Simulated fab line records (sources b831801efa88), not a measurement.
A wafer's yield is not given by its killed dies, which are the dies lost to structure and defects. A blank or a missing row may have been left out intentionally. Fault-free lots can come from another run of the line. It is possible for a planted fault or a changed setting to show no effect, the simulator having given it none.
Matching of chambers | flow sky130 | 4 sister chambers for SKY_VIA1_ETCH_14 on rieDiel-04
The step etches BARC in N2/H2, stops on SiO2, time 45.9 s, target depth 60 nm. 16 wafers are shown with their chamber, then 8 later ones without.

WAFERS, EACH WITH ITS CHAMBER
wafer  | chamber | oesProductAu (a.u.) | throttleValvePct (%)
L085.1 | 1       | 0.857               | 13.212
L085.2 | 2       | 0.849               | 13.236
L085.3 | 3       | 0.860               | 13.204
L085.4 | 0       | 0.868               | 13.237
L085.5 | 2       | 0.852               | 13.230
L085.6 | 1       | 0.849               | 13.233
L089.1 | 1       | 0.857               | 13.220
L089.2 | 3       | 0.860               | 13.234
L089.3 | 0       | 0.848               | 13.206
L089.4 | 2       | 0.852               | 13.229
L089.5 | 0       | 0.849               | 13.227
L089.6 | 3       | 0.851               | 13.231
L090.1 | 3       | 0.860               | 13.214
L090.2 | 1       | 0.848               | 13.236
L090.3 | 2       | 0.852               | 13.231
L090.4 | 0       | 0.863               | 13.222

SIGNATURES (means of the wafers above)
reading          | chamber 0 | chamber 1 | chamber 2 | chamber 3 | scatter within a chamber
oesProductAu     | 0.85700   | 0.85275   | 0.85125   | 0.85775   | 0.00607
throttleValvePct | 13.22300  | 13.22525  | 13.23150  | 13.22075  | 0.0112
Rule: for a wafer and a chamber, the distance is found by dividing, reading by reading, the gap between the wafer's reading and the chamber's mean by the reading's scatter, squaring, summing and taking the root. If the next closest chamber is less than 2 further off than the closest, the wafer can't be placed; otherwise it belongs to the closest. The scatter is the square root of a quotient: the sum, over the shown wafers, of each reading's squared deviation from its chamber's mean, divided by wafers minus chambers.

WAFERS WHOSE CHAMBER IS MISSING
wafer  | oesProductAu (a.u.) | throttleValvePct (%)
L090.5 | 0.864               | 13.218
L090.6 | 0.854               | 13.217
L091.1 | 0.848               | 13.243
L091.2 | 0.845               | 13.216
L091.3 | 0.852               | 13.221
L091.4 | 0.848               | 13.220
L091.5 | 0.847               | 13.218
L091.6 | 0.855               | 13.219

WHICH CHAMBER EACH WENT THROUGH
wafer  | from the rows above               | in truth
L090.5 | can't be placed: 3 or 0 or 1 or 2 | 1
L090.6 | can't be placed: 3 or 0 or 1 or 2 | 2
L091.1 | can't be placed: 2 or 1 or 0 or 3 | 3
L091.2 | can't be placed: 1 or 2 or 0 or 3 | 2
L091.3 | can't be placed: 1 or 0 or 2 or 3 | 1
L091.4 | can't be placed: 1 or 2 or 0 or 3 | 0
L091.5 | can't be placed: 1 or 2 or 0 or 3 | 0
L091.6 | can't be placed: 3 or 0 or 1 or 2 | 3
Correct placement for 0 of the 8. Unplaceable from these rows: 8, with the true chamber sitting among the candidates in 8. Number placed wrongly: 0.
